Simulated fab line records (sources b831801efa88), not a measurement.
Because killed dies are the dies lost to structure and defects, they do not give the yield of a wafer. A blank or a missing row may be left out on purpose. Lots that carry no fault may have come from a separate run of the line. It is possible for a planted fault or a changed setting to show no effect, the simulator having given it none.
Matching of chambers | flow gf180mcu | 4 sister chambers for GF_CONTACT_CMP_27 on cmp-01
The step polishes, stops on SiO2, t overpolish 15 s, target thk 0 nm. 4 wafers are shown with their chamber, then 7 later ones without.

== WAFERS PAIRED WITH THEIR CHAMBERS ==
wafer  | chamber | motor current A (A)
L956.2 | 2       | 10.0
L960.5 | 3       | 10.5
L961.1 | 0       | 9.8
L961.2 | 1       | 10.1

== WAFERS WITH NO CHAMBER GIVEN ==
wafer  | motor current A (A)
L961.6 | 11.2
L966.1 | 9.5
L966.4 | 9.9
L966.5 | 11.1
L967.1 | 9.9
L967.2 | 10.4
L967.5 | 9.8

== WHICH CHAMBER EACH WENT THROUGH ==
wafer  | from the rows above               | in truth
L961.6 | can't be placed: 3 or 1 or 2 or 0 | 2
L966.1 | can't be placed: 0 or 2 or 1 or 3 | 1
L966.4 | can't be placed: 0 or 2 or 1 or 3 | 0
L966.5 | can't be placed: 3 or 1 or 2 or 0 | 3
L967.1 | can't be placed: 0 or 2 or 1 or 3 | 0
L967.2 | can't be placed: 3 or 1 or 2 or 0 | 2
L967.5 | can't be placed: 0 or 2 or 1 or 3 | 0
Correctly placed: 0 of 7. Can't be placed from these rows: 7 (the true chamber is among the candidates in 7). 0 placed wrongly.
How it was worked out, from the rows above alone: a wafer's distance from a chamber is the root of the sum, over the readings, of the square of ((its reading less the chamber's mean) divided by the reading's scatter). The wafer belongs to the nearest chamber; if the next one is less than 2 further off, it can't be placed. Each chamber's mean is taken over the wafers shown for it. The scatter: root of mean squared gap, hidden wafer to nearest shown wafer, with one shown wafer a chamber.
